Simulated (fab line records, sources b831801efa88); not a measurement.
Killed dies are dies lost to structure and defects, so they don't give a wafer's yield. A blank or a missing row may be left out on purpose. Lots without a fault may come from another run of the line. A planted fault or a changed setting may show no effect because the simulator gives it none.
One fault seen from 2 desks | flow sfq_line | each desk has only its own numbers; what lay behind them comes last

THE TOOL OWNER'S DESK: rie_diel-03
The tool's own readings at SFQ_TRILAYER_I2_VIA_BARC_OPEN_VIA_ETCH_096 (etches BARC in O2, target depth 125 nm, time 41.7 s): means of the sampled wafers that have a number, for each lot that ran on this tool. A lot is out of limits, marked OUT, if its mean lies more than 4 standard deviations from the usual mean; the brackets give that distance.
Columns: A = drypump_motor_current_A at SFQ_TRILAYER_I2_VIA_BARC_OPEN_VIA_ETCH_096, usual 5.5 A; B = oes_product_au at SFQ_TRILAYER_I2_VIA_BARC_OPEN_VIA_ETCH_096, usual 0.685 a.u.; C = run_length_s at SFQ_TRILAYER_I2_VIA_BARC_OPEN_VIA_ETCH_096, usual 70.0 s
lot  | first seen here | A   | B               | C
L998 | day 28 04:15    | 5.5 | 0.676           | 69.7
L100 | day 29 07:50    | 5.7 | 0.681           | 69.6
L102 | day 30 22:58    | 5.7 | 0.830 (+29) OUT | 61.7 (-17) OUT
L103 | day 31 03:46    | 5.6 | 0.749 (+13) OUT | 65.6 (-9.2) OUT
L110 | day 34 06:49    | 5.6 | 0.689           | 69.7
L112 | day 35 06:49    | 5.5 | 0.680           | 70.0
L113 | day 35 17:37    | 5.5 | 0.682           | 69.5
This desk's finding: out of limits on L102, L103; first on L102, day 30 22:58 (oes_product_au at SFQ_TRILAYER_I2_VIA_BARC_OPEN_VIA_ETCH_096). In limits: L998, L100, L110, L112, L113.

THE METROLOGY DESK
What the gauges read, lot by lot, whatever tool the lot ran on: means of the sampled wafers that have a number. A lot is out of limits, marked OUT, if its mean lies more than 4 standard deviations from the usual mean; the brackets give that distance.
Columns: A = I7_BOW at SFQ_I7_BOW_MEAS_946, usual 8 um
lot  | first seen here | A
L991 | day 64 02:08    | 5
L992 | day 64 12:10    | 1
L994 | day 65 18:53    | -13
L998 | day 66 13:23    | 10
L100 | day 66 20:48    | 3
L102 | day 67 02:25    | 13
L103 | day 67 03:48    | 4
L105 | day 67 08:26    | 16
L109 | day 68 06:26    | 16
L110 | day 68 09:26    | 4
L111 | day 68 09:48    | 18
L112 | day 72 05:43    | -3
L113 | day 72 10:36    | 15
L114 | day 72 22:36    | 3
This desk's finding: nothing out of limits on any of the 14 lots.

PUT TOGETHER
The tool owner's desk could have raised an alarm at day 30 22:58, on L102, L103.
The metrology desk saw nothing out of limits.
The metrology desk has L102, L103 on record, within its limits.
Of the lots named, all ran SFQ_TRILAYER_I2_VIA_BARC_OPEN_VIA_ETCH_096 on rie_diel-03.

WHAT THE SIMULATOR HAD PUT IN
Process parameter drift: rie_diel-03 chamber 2, from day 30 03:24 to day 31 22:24, at SFQ_TRILAYER_I2_VIA_BARC_OPEN_VIA_ETCH_096. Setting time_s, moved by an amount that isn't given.
Lots struck among those shown: L102, L103.
Hours from the fault's start to each desk's first reading out of limits: the tool owner's desk, 20.
